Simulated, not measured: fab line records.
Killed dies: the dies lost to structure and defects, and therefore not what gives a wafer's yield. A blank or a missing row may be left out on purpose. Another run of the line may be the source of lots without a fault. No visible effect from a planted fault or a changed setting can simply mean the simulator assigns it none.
Comparing a struck lot with a sound one / flow gf180mcu / 15 out of 602 route steps
Sound: wafers L911.1, L911.3, L911.5. Struck: wafers L926.1, L926.5 (left out: L926.4, a lot-mate that was not struck); the cause follows at the end.
Each step with rows lists, per side, the tool, then ch with its chambers, then its first start. Under that, the readings that differ: sound wafers / struck wafers / difference of the means / sigmas: that difference in standard deviations of wafers without a fault.
alike: readings with means less than 2 such deviations apart, plus words and numbers identical on both sides. not compared: withheld readings, readings lacking a value on some wafer, bounds such as >300 that could conceal the same value, and numbers that have no deviation in the record and whose values overlap.
A row with sigmas, a row that says differs or no value, or rows on one side alone: a step with any of these is where the two part. When numbers do not overlap yet have no deviation, they are printed without sigmas and do not part them. A reading that every wafer of one side lacks parts them only if that side has two wafers or more.

first, 4 steps without rows for these wafers: GF_V3_STRIP_18 (strips in O2/N2); GF_V3_STRIP_19 (strips in post etch residue remover, time 1200 s); GF_V3_CLEAN_20 (cleans in DIW); GF_V3_SPUTTER_21 (material Ti, target thk 15 nm, time 80.02 s).
GF_V3_SPUTTER_22: material TiN, target thk 10 nm, time 40 s.
  sound on pvdSputter-02, day 23 22:01; struck on pvdSputter-01, day 28 22:53
  alike: cathodeDcPowerW, throttleValvePct
GF_V3_CVD_23: deposits W, target thk 350 nm, time 104.9 s.
  sound on cvdW-02 ch 0,1, day 23 22:04; struck on cvdW-02 ch 0,1, day 28 22:55
  alike: heaterPowerW
GF_V3_RS_MEAS_24: the measuring method here is four-point-probe.
  sound on filmMetro-02, day 23 22:10; struck on filmMetro-03, day 28 23:02
  alike: V3_W_RS
GF_V3_THK_MEAS_25: measures by xrf.
  sound on filmMetro-02, day 23 22:17; struck on filmMetro-03, day 28 23:09
  alike: V3_W_THK
GF_V3_CMP_26: polishes, stops on SiO2, t overpolish 15 s, target thk 0 nm.
  sound on cmp-01 ch 0,3, day 23 22:21; struck on cmp-02 ch 2,3, day 28 23:21
reading=timeToEndpointS (s); sound=83 80 86; struck=74 75; difference=-8; sigmas=-2
  alike: motorCurrentA, overpolishRunS
then, 1 step without rows for these wafers: GF_M4_SPUTTER_00 (material Ti, target thk 37.5 nm, time 150 s).
GF_M4_SPUTTER_01: material TiN, target thk 30 nm, time 25 s.
  sound on pvdSputter-01, day 23 22:45; struck on pvdSputter-01, day 28 23:45
  alike: cathodeDcPowerW, throttleValvePct
GF_M4_SPUTTER_02: material AlCu, target thk 450 nm, time 23.9 s.
  sound on pvdSputter-01, day 23 22:47; struck on pvdSputter-01, day 28 23:47
  alike: cathodeDcPowerW, throttleValvePct
GF_M4_SPUTTER_03: material Ti, target thk 10 nm, time 6.7 s.
  sound on pvdSputter-01, day 23 22:49; struck on pvdSputter-01, day 28 23:49
reading=cathodeDcPowerW (W); sound=3001.0 3000.3 2999.3; struck=2584.0 2583.9; difference=-416.3; sigmas=-99 or more
reading=model.Ti_of_M4_SPUTTER_03.thkNm (nm); sound=9.909 9.965 9.791; struck=8.528 8.52; difference=-1.364; sigmas=
  alike: throttleValvePct
then, 1 step without rows for these wafers: GF_M4_SPUTTER_04 (material TiN, target thk 50 nm, time 41.7 s).
GF_PASSIVATION_PROBE_99:
  the record holds rows for the sound wafers here (prober-01, day 30 13:51) but none for the struck ones

== WHERE THEY PART ==
At GF_V3_CMP_26 first; at GF_PASSIVATION_PROBE_99 last (within this record only).

WHY: what had been put in by the simulator
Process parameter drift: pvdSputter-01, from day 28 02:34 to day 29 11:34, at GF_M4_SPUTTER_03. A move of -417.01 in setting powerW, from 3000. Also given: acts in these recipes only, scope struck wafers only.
